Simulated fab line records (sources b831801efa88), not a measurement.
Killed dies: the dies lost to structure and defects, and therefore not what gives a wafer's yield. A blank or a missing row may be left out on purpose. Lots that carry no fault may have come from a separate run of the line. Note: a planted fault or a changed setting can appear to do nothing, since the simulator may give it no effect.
A lot that was struck, set against a sound lot ; flow sky130 ; 26 steps out of a route of 708
Sound: the wafers L707.2, L707.3, L707.6. Wafers L717.1, L717.2, L717.5 were the ones struck. The cause is named last.
Each step with rows lists, per side, the tool, then ch with its chambers, then its first start. Under that, the readings that differ: sound wafers ; struck wafers ; difference of the means ; sigmas: that difference in standard deviations of wafers without a fault.
alike: a reading whose means differ by less than 2 such deviations, as well as words and numbers matching on both sides. not compared: withheld readings; readings where some wafer has no value; bounds like >300 that might hide an equal value; numbers whose values overlap and for which the record gives no deviation.
Wherever a step has rows on one side only, a row that says differs or no value, or a row with sigmas, the two part there. Numbers that have no deviation but don't overlap get no sigmas and don't part them. A reading missing from all wafers of one side parts the sides only when that side holds two or more wafers.

first, 5 steps without rows for these wafers: SKY_GATE_OXIDE_COAT_05 (resist thk 1140 nm); SKY_GATE_OXIDE_SOFTBAKE_06 (time 60 s); SKY_GATE_OXIDE_EXPOSE_07 (exposes mask LVOM, target cd 600 nm); SKY_GATE_OXIDE_PEB_08; SKY_GATE_OXIDE_DEVELOP_09 (develop time 60 s).
SKY_GATE_OXIDE_OVL_MEAS_10:
  sound: overlay-01 at day 14 00:07; struck: overlay-01 at day 17 17:52
  alike: GATE_OXIDE_OVL
then, 2 steps without rows for these wafers: SKY_GATE_OXIDE_IMPLANT_11; SKY_GATE_OXIDE_WET_ETCH_12 (etches SiO2 in dHF, target depth 16.8 nm, time 336 s).
SKY_GATE_OXIDE_STRIP_13: strips in O2/N2.
  sound on plasma_asher-01 ch 0, day 14 00:23; struck on plasma_asher-03 ch 0,1, day 17 18:09
reading;sound;struck;difference;sigmas
strip_time_to_endpoint_s (s);14.26 14.23 14.24;14.16 14.08 14.14;-0.12;-3
  alike: drypump_motor_current_A, oes_product_au
  not compared: rf_hours_counter_h
SKY_GATE_OXIDE_TW_MEAS_14:
  sound: film_metro-03 at day 14 00:30; struck: film_metro-02 at day 17 18:15
  alike: GATE_OXIDE_TW
then, 2 steps without rows for these wafers: SKY_GATE_OXIDE_CLEAN_15 (cleans in SC1/SC2, time 150 s); SKY_GATE_OXIDE_OXIDATION_16 (stabilise 600 s, purge 300 s, target thk 3.57 nm).
SKY_POLY_GATE_CVD_00: deposits poly-Si, target thk 180 nm, time 720 s.
  sound on lpcvd-01 ch 0, day 14 03:13; struck on lpcvd-01 ch 0, day 17 23:09
reading;sound;struck;difference;sigmas
pressure_mtorr (mTorr);200.0 200.0 199.9;239.8 240.1 239.5;+39.8;+99 or more
model.poly-Si_of_POLY_GATE_CVD_00.thk_nm (nm);180.7 180.4 179.8;196 197 197.5;+17;
  alike: zone_power_bottom_pct, zone_power_top_pct
SKY_POLY_GATE_THK_MEAS_01:
  sound: film_metro-04 at day 14 05:02; struck: film_metro-04 at day 18 00:21
reading;sound;struck;difference;sigmas
POLY_GATE_CVD_00_THK (nm);180.8 180.4 179.8;196.1 197.1 197.7;+16.6;+11
then, 8 steps without rows for these wafers: SKY_RES_PROTECT_DEHYDRATE_00 (time 60 s); SKY_RES_PROTECT_HMDS_01 (prime time 60 s); SKY_RES_PROTECT_COAT_02 (resist thk 1140 nm); SKY_RES_PROTECT_SOFTBAKE_03 (time 60 s); SKY_RES_PROTECT_EXPOSE_04 (exposes mask RPM, target cd 1270 nm); SKY_RES_PROTECT_PEB_05; SKY_RES_PROTECT_DEVELOP_06 (develop time 60 s); SKY_POLY_GATE_IMPLANT_02.
SKY_RES_PROTECT_STRIP_07: strips in O2/N2.
  sound on plasma_asher-01 ch 1, day 15 06:58; struck on plasma_asher-03 ch 0,1, day 19 06:10
  alike: drypump_motor_current_A, oes_product_au, strip_time_to_endpoint_s
  not compared: rf_hours_counter_h
SKY_RES_PROTECT_TW_MEAS_08:
  sound: film_metro-04 at day 15 07:04; struck: film_metro-03 at day 19 06:16
  alike: POLY_GATE_TW
SKY_RES_PROTECT_CLEAN_09: cleans in SC1/SC2, time 150 s.
  sound on wet_bench-02 ch 3, day 15 07:07; struck on wet_bench-01 ch 3, day 19 06:19
reading;sound;struck;difference;sigmas
model.poly-Si_of_POLY_GATE_CVD_00.thk_nm (nm);180.1 179.8 179.2;195.3 196.4 196.9;+16.5;
then, 1 step without rows for these wafers: SKY_POLY_GATE_CVD_03 (deposits Si3N4 from DCS/NH3, target thk 75 nm, time 1290 s).

== WHERE THEY PART ==
First at SKY_GATE_OXIDE_STRIP_13; last, within this record, at SKY_POLY_GATE_THK_MEAS_01. Later steps at which nothing parts them and some readings are alike: SKY_RES_PROTECT_STRIP_07, SKY_RES_PROTECT_TW_MEAS_08.

WHY: what had been put in by the simulator
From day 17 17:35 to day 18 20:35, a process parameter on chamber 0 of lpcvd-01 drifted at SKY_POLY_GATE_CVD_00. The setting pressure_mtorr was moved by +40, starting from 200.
